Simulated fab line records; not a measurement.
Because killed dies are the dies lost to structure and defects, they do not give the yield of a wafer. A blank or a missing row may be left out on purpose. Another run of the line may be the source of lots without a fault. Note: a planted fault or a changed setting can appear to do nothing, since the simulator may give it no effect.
Tool commonality check || flow gf180mcu || 12 lots and 36 wafers in the sample

WHAT PROMPTED THE OPENING
GF_PSD_RS_MEAS_14, reading NSD_RS: flagged on 2 of 12 lots. No-fault wafers: 46.15 ohm/sq, standard deviation 0.096.
Rule: a lot is flagged when every wafer of it that has a number lies more than 4 standard deviations from that mean, or none has a number. As for the other lots, they are considered sound.

{"lot": "L716", "measured": "day 14 04:43", "on": "film metro-01", "NSD_RS (ohm/sq), wafer by wafer": "46.00 46.13 46.16", "flag": ""}
{"lot": "L717", "measured": "day 14 11:28", "on": "film metro-03", "NSD_RS (ohm/sq), wafer by wafer": "46.08 46.26 45.98", "flag": ""}
{"lot": "L719", "measured": "day 15 07:53", "on": "film metro-03", "NSD_RS (ohm/sq), wafer by wafer": "46.05 46.15 46.08", "flag": ""}
{"lot": "L720", "measured": "day 15 16:17", "on": "film metro-03", "NSD_RS (ohm/sq), wafer by wafer": "46.08 46.17 46.08", "flag": ""}
{"lot": "L721", "measured": "day 16 05:58", "on": "film metro-01", "NSD_RS (ohm/sq), wafer by wafer": "44.06 44.11 44.09", "flag": "FLAGGED"}
{"lot": "L722", "measured": "day 16 09:04", "on": "film metro-02", "NSD_RS (ohm/sq), wafer by wafer": "44.24 44.12 44.08", "flag": "FLAGGED"}
{"lot": "L725", "measured": "day 17 15:40", "on": "film metro-03", "NSD_RS (ohm/sq), wafer by wafer": "46.08 46.16 46.27", "flag": ""}
{"lot": "L728", "measured": "day 18 11:32", "on": "film metro-03", "NSD_RS (ohm/sq), wafer by wafer": "46.16 46.15 46.07", "flag": ""}
{"lot": "L732", "measured": "day 19 22:31", "on": "film metro-01", "NSD_RS (ohm/sq), wafer by wafer": "46.27 46.22 46.12", "flag": ""}
{"lot": "L735", "measured": "day 20 21:59", "on": "film metro-01", "NSD_RS (ohm/sq), wafer by wafer": "46.26 46.08 46.13", "flag": ""}
{"lot": "L736", "measured": "day 21 01:49", "on": "film metro-03", "NSD_RS (ohm/sq), wafer by wafer": "46.08 46.01 45.98", "flag": ""}
{"lot": "L737", "measured": "day 21 14:31", "on": "film metro-03", "NSD_RS (ohm/sq), wafer by wafer": "46.09 46.10 46.18", "flag": ""}
Average over the flagged lots: 44.12 ohm/sq; offset from the usual -2.03 ohm/sq, equal to -21 standard deviations.

WHICH TOOL RAN EACH LOT
The record holds 3 process steps before the reading, out of a route of 602 steps. Every cell lists first the tool, next ch and the chambers used by the sampled wafers, and last the start.
{"lot": "L716", "flag": "", "GF_HV_LDD_RTA_52": "rtp anneal-02 ch 0, day 12 09:34", "GF_NSD_IMPLANT_09": "implanter-04 ch 0, day 13 07:37", "GF_NSD_STRIP_11": "plasma asher-02 ch 0,1, day 13 07:53"}
{"lot": "L717", "flag": "", "GF_HV_LDD_RTA_52": "rtp anneal-01 ch 0, day 12 15:19", "GF_NSD_IMPLANT_09": "implanter-03 ch 0, day 13 13:58", "GF_NSD_STRIP_11": "plasma asher-02 ch 0,1, day 13 14:14"}
{"lot": "L719", "flag": "", "GF_HV_LDD_RTA_52": "rtp anneal-01 ch 0, day 13 09:09", "GF_NSD_IMPLANT_09": "implanter-04 ch 0, day 14 10:35", "GF_NSD_STRIP_11": "plasma asher-03 ch 0,1, day 14 10:53"}
{"lot": "L720", "flag": "", "GF_HV_LDD_RTA_52": "rtp anneal-01 ch 0, day 13 18:31", "GF_NSD_IMPLANT_09": "implanter-04 ch 0, day 14 17:58", "GF_NSD_STRIP_11": "plasma asher-02 ch 0,1, day 14 18:14"}
{"lot": "L721", "flag": "FLAGGED", "GF_HV_LDD_RTA_52": "rtp anneal-01 ch 0, day 14 06:47", "GF_NSD_IMPLANT_09": "implanter-03 ch 0, day 15 07:13", "GF_NSD_STRIP_11": "plasma asher-02 ch 0,1, day 15 07:58"}
{"lot": "L722", "flag": "FLAGGED", "GF_HV_LDD_RTA_52": "rtp anneal-01 ch 0, day 14 10:52", "GF_NSD_IMPLANT_09": "implanter-01 ch 0, day 15 10:33", "GF_NSD_STRIP_11": "plasma asher-03 ch 0,1, day 15 11:17"}
{"lot": "L725", "flag": "", "GF_HV_LDD_RTA_52": "rtp anneal-02 ch 0, day 15 11:08", "GF_NSD_IMPLANT_09": "implanter-03 ch 0, day 16 16:05", "GF_NSD_STRIP_11": "plasma asher-01 ch 0,1, day 16 16:23"}
{"lot": "L728", "flag": "", "GF_HV_LDD_RTA_52": "rtp anneal-02 ch 0, day 16 09:50", "GF_NSD_IMPLANT_09": "implanter-01 ch 0, day 17 11:07", "GF_NSD_STRIP_11": "plasma asher-02 ch 0,1, day 17 11:23"}
{"lot": "L732", "flag": "", "GF_HV_LDD_RTA_52": "rtp anneal-02 ch 0, day 17 18:43", "GF_NSD_IMPLANT_09": "implanter-04 ch 0, day 18 21:18", "GF_NSD_STRIP_11": "plasma asher-02 ch 0,1, day 18 21:35"}
{"lot": "L735", "flag": "", "GF_HV_LDD_RTA_52": "rtp anneal-01 ch 0, day 18 17:17", "GF_NSD_IMPLANT_09": "implanter-03 ch 0, day 19 20:11", "GF_NSD_STRIP_11": "plasma asher-03 ch 0,1, day 19 20:27"}
{"lot": "L736", "flag": "", "GF_HV_LDD_RTA_52": "rtp anneal-02 ch 0, day 18 22:26", "GF_NSD_IMPLANT_09": "implanter-01 ch 0, day 20 00:38", "GF_NSD_STRIP_11": "plasma asher-01 ch 0,1, day 20 00:56"}
{"lot": "L737", "flag": "", "GF_HV_LDD_RTA_52": "rtp anneal-02 ch 0, day 19 09:40", "GF_NSD_IMPLANT_09": "implanter-03 ch 0, day 20 13:35", "GF_NSD_STRIP_11": "plasma asher-01 ch 0,1, day 20 13:52"}
What the steps here do:
- GF_HV_LDD_RTA_52: time 10 s.
- GF_NSD_IMPLANT_09
- GF_NSD_STRIP_11: strips in O2/N2.
- GF_PSD_RS_MEAS_14: measures by four-point-probe.

FLAGGED OVER TOTAL, TOOL BY TOOL (the gauges that took the reading come last)
{"step": "GF_HV_LDD_RTA_52", "tool": "rtp anneal-01", "lots run": 6, "flagged": 2, "share of the flagged lots": "all", "sound lots run after its first flagged lot": "1 (L735)"}
{"step": "GF_HV_LDD_RTA_52", "tool": "rtp anneal-02", "lots run": 6, "flagged": 0, "share of the flagged lots": "none", "sound lots run after its first flagged lot": "-"}
{"step": "GF_NSD_IMPLANT_09", "tool": "implanter-01", "lots run": 3, "flagged": 1, "share of the flagged lots": "some", "sound lots run after its first flagged lot": "2 (L728,L736)"}
{"step": "GF_NSD_IMPLANT_09", "tool": "implanter-03", "lots run": 5, "flagged": 1, "share of the flagged lots": "some", "sound lots run after its first flagged lot": "3 (L725,L735,L737)"}
{"step": "GF_NSD_IMPLANT_09", "tool": "implanter-04", "lots run": 4, "flagged": 0, "share of the flagged lots": "none", "sound lots run after its first flagged lot": "-"}
{"step": "GF_NSD_STRIP_11", "tool": "plasma asher-01", "lots run": 3, "flagged": 0, "share of the flagged lots": "none", "sound lots run after its first flagged lot": "-"}
{"step": "GF_NSD_STRIP_11", "tool": "plasma asher-02", "lots run": 6, "flagged": 1, "share of the flagged lots": "some", "sound lots run after its first flagged lot": "2 (L728,L732)"}
{"step": "GF_NSD_STRIP_11", "tool": "plasma asher-03", "lots run": 3, "flagged": 1, "share of the flagged lots": "some", "sound lots run after its first flagged lot": "1 (L735)"}
{"step": "GF_PSD_RS_MEAS_14", "tool": "film metro-01", "lots run": 4, "flagged": 1, "share of the flagged lots": "some", "sound lots run after its first flagged lot": "2 (L732,L735)"}
{"step": "GF_PSD_RS_MEAS_14", "tool": "film metro-02", "lots run": 1, "flagged": 1, "share of the flagged lots": "some", "sound lots run after its first flagged lot": 0}
{"step": "GF_PSD_RS_MEAS_14", "tool": "film metro-03", "lots run": 7, "flagged": 0, "share of the flagged lots": "none", "sound lots run after its first flagged lot": "-"}

WHAT THE TABLE PERMITS
1 row of the table ran every flagged lot: rtp anneal-01 at GF_HV_LDD_RTA_52.
- rtp anneal-01 at GF_HV_LDD_RTA_52 ran 6 lots, 2 of them flagged. Sound lots followed the first flagged one (L735) on it, something a lasting fault affecting the whole tool could not allow.
No row of the table ran every flagged lot and no sound lot after the first.

WHAT THE SIMULATOR HAD INSERTED
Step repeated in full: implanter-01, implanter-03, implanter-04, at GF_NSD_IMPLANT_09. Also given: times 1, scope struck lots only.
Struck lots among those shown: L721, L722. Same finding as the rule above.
